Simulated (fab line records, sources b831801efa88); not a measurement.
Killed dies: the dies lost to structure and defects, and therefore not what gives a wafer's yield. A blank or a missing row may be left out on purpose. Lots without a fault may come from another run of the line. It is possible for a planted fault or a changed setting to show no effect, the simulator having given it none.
Which tool is to blame?	flow gf180mcu	14 lots, 42 wafers sampled, at 4 steps of a route of 602

WHAT THE GAUGES READ, wafer by wafer
GF_TOP_METAL_CD_MEAS_14 targets a cd of 440 nm. Usual: cd-nm reads 440.1 nm (standard deviation 1.7).
lot	measured	on	cd-nm (nm)	flag
L816	day 28 12:54	cd-sem-02	438.3 438.1 438.1	
L817	day 28 23:56	cd-sem-02	438.6 439.7 441.3	
L818	day 29 01:28	cd-sem-02	442.4 441.4 440.6	
L819	day 29 07:30	cd-sem-01	440.3 439.1 440.5	
L820	day 29 21:10	cd-sem-02	442.5 442.8 443.6	
L821	day 29 23:50	cd-sem-01	437.5 436.8 438.1	
L822	day 30 10:38	cd-sem-01	438.4 438.0 440.2	
L824	day 30 16:47	cd-sem-01	438.6 439.8 439.2	
L825	day 30 22:05	cd-sem-01	438.5 439.9 440.8	
L826	day 31 07:56	cd-sem-02	439.8 440.1 440.0	
L827	day 31 14:37	cd-sem-01	438.8 440.6 439.0	
L828	day 32 01:20	cd-sem-01	442.7 442.3 440.8	
L829	day 32 05:24	cd-sem-01	442.4 439.9 438.7	
L830	day 32 10:22	cd-sem-01	441.4 441.2 443.2	

GF_PASSIVATION_THK_MEAS_01. Usual: PASSIVATION_CVD_00_THK gives 1000 nm (standard deviation 12).
lot	measured	on	PASSIVATION_CVD_00_THK (nm)	flag
L816	day 28 13:59	film-metro-01	1002 1012 1007	
L817	day 29 01:05	film-metro-02	986 978 1004	
L818	day 29 02:33	film-metro-04	1010 1025 1017	
L819	day 29 08:50	film-metro-02	984 985 1002	
L820	day 29 22:08	film-metro-01	990 1012 1009	
L821	day 30 00:49	film-metro-02	990 1014 1014	
L822	day 30 11:35	film-metro-04	1004 990 1002	
L824	day 30 17:43	film-metro-02	985 987 994	
L825	day 30 23:13	film-metro-04	996 996 1025	
L826	day 31 08:54	film-metro-04	1007 1003 1029	
L827	day 31 15:32	film-metro-01	978 1001 1004	
L828	day 32 02:16	film-metro-04	999 1006 999	
L829	day 32 06:20	film-metro-02	1000 1017 1011	
L830	day 32 11:20	film-metro-02	981 1002 999	

WHICH TOOL RAN EACH LOT (tool, then ch and the chambers of the sampled wafers, then the start)
lot	GF_STI_OXIDATION_29	GF_PASSIVATION_CVD_00
L816	furnace-01 ch 0, day 2 09:01	pecvd-04 ch 0,1, day 28 13:54
L817	furnace-01 ch 0, day 2 15:01	pecvd-03 ch 0,1, day 29 00:56
L818	furnace-02 ch 0, day 2 19:50	pecvd-04 ch 0,2, day 29 02:27
L819	furnace-01 ch 0, day 3 01:25	pecvd-01 ch 1,2, day 29 08:45
L820	furnace-01 ch 0, day 3 09:44	pecvd-01 ch 0,2, day 29 22:02
L821	furnace-01 ch 0, day 3 12:34	pecvd-01 ch 0,1,2, day 30 00:44
L822	furnace-01 ch 0, day 3 16:34	pecvd-04 ch 0,1,2, day 30 11:30
L824	furnace-01 ch 0, day 4 04:06	pecvd-01 ch 0,2, day 30 17:39
L825	furnace-01 ch 0, day 4 08:04	pecvd-03 ch 0,1,2, day 30 23:08
L826	furnace-01 ch 0, day 4 12:43	pecvd-04 ch 0,1,2, day 31 08:49
L827	furnace-01 ch 0, day 4 19:19	pecvd-01 ch 1,2, day 31 15:26
L828	furnace-02 ch 0, day 5 00:05	pecvd-04 ch 0,1,2, day 32 02:12
L829	furnace-02 ch 0, day 5 06:13	pecvd-03 ch 0,1, day 32 06:15
L830	furnace-01 ch 0, day 5 11:07	pecvd-04 ch 1,2, day 32 11:15
- GF_STI_OXIDATION_29: stabilise 600 s, purge 300 s, target thk 10 nm.
- GF_PASSIVATION_CVD_00: deposits SiO2 from TEOS, target thk 1000 nm, time 111.95 s.

WHAT THE TOOLS THEMSELVES READ (means of the sampled wafers that have a number; where no wafer has one, the mark that the record gives instead)
GF_STI_OXIDATION_29. Usual: zone-power-centre-pct reads 22.6 % (standard deviation 2).
lot	tool	zone-power-centre-pct (%)	flag
L816	furnace-01	23.9	
L817	furnace-01	24.1	
L818	furnace-02	19.9	
L819	furnace-01	23.9	
L820	furnace-01	23.9	
L821	furnace-01	23.9	
L822	furnace-01	23.9	
L824	furnace-01	24.2	
L825	furnace-01	24.0	
L826	furnace-01	23.9	
L827	furnace-01	23.9	
L828	furnace-02	19.8	
L829	furnace-02	19.9	
L830	furnace-01	24.0	

GF_PASSIVATION_CVD_00. Usual: heater-power-w reads 682 W (standard deviation 88).
lot	tool	heater-power-w (W)	flag
L816	pecvd-04	731	
L817	pecvd-03	696	
L818	pecvd-04	653	
L819	pecvd-01	609	
L820	pecvd-01	673	
L821	pecvd-01	719	
L822	pecvd-04	711	
L824	pecvd-01	696	
L825	pecvd-03	683	
L826	pecvd-04	672	
L827	pecvd-01	670	
L828	pecvd-04	695	
L829	pecvd-03	687	
L830	pecvd-04	643	

THE ANSWER, worked out from the rows above alone
Rule: a lot is off if the mean of its wafers that have a number lies more than 3 standard deviations from the usual mean. A lot without any number at a reading at which 4 lots or more have one is off too. Any other lot the step has rows for is counted as sound. The gauges are gone through in route order, then the tools' own readings, and for those a lot's mean is taken as printed above. The first step at which some lot is off is used, and at that step the reading that is off furthest; a lot without a number counts as furthest.
No lot is off at any reading shown: from this, nothing can be told.

WHAT THE SIMULATOR HAD PUT IN
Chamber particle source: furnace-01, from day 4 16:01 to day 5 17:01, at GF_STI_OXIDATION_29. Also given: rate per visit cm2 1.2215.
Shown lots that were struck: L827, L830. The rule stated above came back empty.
